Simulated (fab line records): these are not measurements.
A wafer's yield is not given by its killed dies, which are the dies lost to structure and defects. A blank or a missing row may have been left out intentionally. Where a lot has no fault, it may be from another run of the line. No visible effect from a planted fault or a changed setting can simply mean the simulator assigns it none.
Which tool was responsible? ; flow sfq-line ; 42 wafers from 14 lots sampled at 4 of the route's 325 steps

== WHAT THE GAUGES READ, wafer by wafer ==
SFQ_I7_OVL_MEAS_947.
lot;measured;on;I7_OVL (nm)
L927;day 72 07:07;overlay-02;1 -1 -6
L928;day 72 08:19;overlay-02;-2 -4 -2
L930;day 72 16:35;overlay-02;-5 -6 -10
L931;day 72 17:47;overlay-02;-3 2 -5
L932;day 72 20:11;overlay-02;1 5 1
L933;day 72 21:23;overlay-02;-3 -4 -9
L935;day 79 21:25;overlay-01;5 -1 -3
L936;day 79 22:38;overlay-01;-7 -9 -11
L937;day 79 23:50;overlay-01;-5 -1 -4
L939;day 80 02:13;overlay-01;-9 -8 -9
L945;day 81 10:19;overlay-02;-5 -4 -4
L947;day 82 08:15;overlay-01;10 2 2
L949;day 82 23:15;overlay-01;2 1 -5
L950;day 88 04:13;overlay-01;7 7 1

== EACH LOT AND THE TOOL THAT RAN IT (in order: tool; ch and the chambers of the sampled wafers; start) ==
lot;SFQ_TRILAYER_C5_STRIP_STRIP_155;SFQ_TRILAYER_M6_BARC_OPEN_METAL_ETCH_206;SFQ_TRILAYER_M7_BARC_OPEN_METAL_ETCH_229
L927;rie-metal-04 ch 0,1, day 61 12:38;rie-metal-03 ch 0, day 62 03:49;rie-metal-01 ch 0,1, day 67 14:47
L928;rie-metal-04 ch 0,1, day 61 15:12;rie-metal-03 ch 0,1, day 62 06:14;rie-metal-04 ch 0,1, day 67 16:00
L930;rie-metal-03 ch 0,1, day 61 18:36;rie-metal-03 ch 0,1, day 62 11:01;rie-metal-01 ch 0,1, day 67 18:23
L931;rie-metal-03 ch 0,1, day 61 21:12;rie-metal-04 ch 0,1, day 62 13:26;rie-metal-04 ch 0,1, day 67 19:36
L932;rie-metal-02 ch 0,1, day 61 22:12;rie-metal-01 ch 0,1, day 62 14:37;rie-metal-02 ch 0,1, day 67 21:59
L933;rie-metal-04 ch 0,1, day 62 00:18;rie-metal-04 ch 0,1, day 62 18:13;rie-metal-01 ch 0,1, day 67 23:11
L935;rie-metal-03 ch 0,1, day 68 11:28;rie-metal-04 ch 0, day 72 22:37;rie-metal-01 ch 0,1, day 78 13:14
L936;rie-metal-02 ch 0,1, day 68 18:37;rie-metal-04 ch 0,1, day 73 03:25;rie-metal-01 ch 0,1, day 78 22:10
L937;rie-metal-02 ch 0, day 69 00:37;rie-metal-03 ch 0,1, day 73 04:37;rie-metal-04 ch 0,1, day 79 00:34
L939;rie-metal-02 ch 0,1, day 69 09:01;rie-metal-01 ch 0,1, day 73 07:01;rie-metal-04 ch 0,1, day 79 04:10
L945;rie-metal-02 ch 0, day 76 06:10;rie-metal-03 ch 0,1, day 78 04:26;rie-metal-04 ch 0,1, day 81 02:32
L947;rie-metal-02 ch 0, day 76 19:45;rie-metal-03 ch 1, day 78 19:04;rie-metal-04 ch 0,1, day 81 23:02
L949;rie-metal-03 ch 0,1, day 77 06:15;rie-metal-03 ch 0,1, day 79 02:22;rie-metal-02 ch 0,1, day 82 15:38
L950;rie-metal-02 ch 0,1, day 84 06:18;rie-metal-04 ch 0,1, day 84 09:29;rie-metal-02 ch 0,1, day 87 17:53
- SFQ_TRILAYER_C5_STRIP_STRIP_155: strips in O2.
- SFQ_TRILAYER_M6_BARC_OPEN_METAL_ETCH_206: etches BARC in O2, target depth 125 nm, time 41.7 s.
- SFQ_TRILAYER_M7_BARC_OPEN_METAL_ETCH_229: etches BARC in O2, target depth 125 nm, time 41.7 s.

== WHAT THE TOOLS THEMSELVES READ (means of the sampled wafers that have a number; where no wafer has one, the mark that the record gives instead) ==
SFQ_TRILAYER_C5_STRIP_STRIP_155.
lot;tool;drypump-motor-current-A (A);oes-product-au (a.u.);platen-temp-c (C)
L927;rie-metal-04;5.6;1.001;39.99
L928;rie-metal-04;5.7;0.999;40.02
L930;rie-metal-03;5.7;0.995;40.04
L931;rie-metal-03;5.8;0.998;40.06
L932;rie-metal-02;6.2;1.008;39.97
L933;rie-metal-04;5.7;0.991;40.01
L935;rie-metal-03;5.7;1.003;40.03
L936;rie-metal-02;6.2;1.002;39.92
L937;rie-metal-02;5.6;0.992;39.89
L939;rie-metal-02;5.9;0.998;39.95
L945;rie-metal-02;5.6;0.992;39.93
L947;rie-metal-02;5.6;1.003;39.93
L949;rie-metal-03;5.9;1.006;39.94
L950;rie-metal-02;6.2;1.005;39.95

SFQ_TRILAYER_M6_BARC_OPEN_METAL_ETCH_206.
lot;tool;drypump-motor-current-A (A);oes-product-au (a.u.);rf-fwd-power-W (W)
L927;rie-metal-03;5.57;0.680;593.3
L928;rie-metal-03;5.77;0.686;592.7
L930;rie-metal-03;5.76;0.679;593.8
L931;rie-metal-04;5.68;0.688;588.6
L932;rie-metal-01;5.75;0.680;592.7
L933;rie-metal-04;5.54;0.682;591.7
L935;rie-metal-04;5.87;0.686;588.6
L936;rie-metal-04;5.69;0.685;590.9
L937;rie-metal-03;5.74;0.683;595.9
L939;rie-metal-01;5.77;0.683;592.2
L945;rie-metal-03;5.75;0.683;594.5
L947;rie-metal-03;6.10;0.689;593.2
L949;rie-metal-03;5.74;0.687;592.7
L950;rie-metal-04;5.53;0.691;591.5

SFQ_TRILAYER_M7_BARC_OPEN_METAL_ETCH_229.
lot;tool;drypump-motor-current-A (A);oes-product-au (a.u.);rf-fwd-power-W (W)
L927;rie-metal-01;5.9;0.684;595
L928;rie-metal-04;5.5;0.684;592
L930;rie-metal-01;5.9;0.684;593
L931;rie-metal-04;5.7;0.686;589
L932;rie-metal-02;5.9;0.685;594
L933;rie-metal-01;5.8;0.689;591
L935;rie-metal-01;5.9;0.683;594
L936;rie-metal-01;5.9;0.690;594
L937;rie-metal-04;5.7;0.688;589
L939;rie-metal-04;5.5;0.687;591
L945;rie-metal-04;5.5;0.681;526
L947;rie-metal-04;5.5;0.682;527
L949;rie-metal-02;5.9;0.683;594
L950;rie-metal-02;5.9;0.684;595

== THE ANSWER, worked out from the rows above alone ==
Rule: what is usual is taken from the lots themselves. Put in order of their means at a reading, lots are off if they are a third of the lots or fewer, leave a main group of 4 or more, and stand apart from it by a gap of 3 or more times the standard deviation of the main group's means; of several such gaps the widest counts. Not used: any main group whose means are identical at the precision the tables above print for the reading. A lot without any number at a reading at which 4 lots or more have one is off too. Where the step has rows for the other lots, those lots are counted as sound. After the gauges, taken in route order, come the tools' own readings; for these a lot's mean is taken, as printed above. The first step at which some lot is off is used, and at that step the reading that is off furthest; a lot without a number counts as furthest.
Off: L945, L947, at SFQ_TRILAYER_M7_BARC_OPEN_METAL_ETCH_229 (rf-fwd-power-W). For the main group the mean is 593 W and the standard deviation 2.1.
A tool fits if, at that step or a process step before it, it ran every lot that is off, and no sound lot after the first of them. One fits: rie-metal-04 at SFQ_TRILAYER_M7_BARC_OPEN_METAL_ETCH_229. A fault onset in the window from L939 (day 79 04:10, its last sound lot) to L945 (day 81 02:32, its first lot off) fits.
The tool's own readings at SFQ_TRILAYER_M7_BARC_OPEN_METAL_ETCH_229 bear it out: on the lots that are off they differ by more than 5 times the standard deviation of the sound lots' means. rf-fwd-power-W reads 526 W there against 593 W on the sound lots.

== WHAT HAD BEEN PUT IN BY THE SIMULATOR ==
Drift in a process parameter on rie-metal-04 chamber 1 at SFQ_TRILAYER_M7_BARC_OPEN_METAL_ETCH_229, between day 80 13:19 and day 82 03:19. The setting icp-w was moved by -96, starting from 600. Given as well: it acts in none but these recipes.
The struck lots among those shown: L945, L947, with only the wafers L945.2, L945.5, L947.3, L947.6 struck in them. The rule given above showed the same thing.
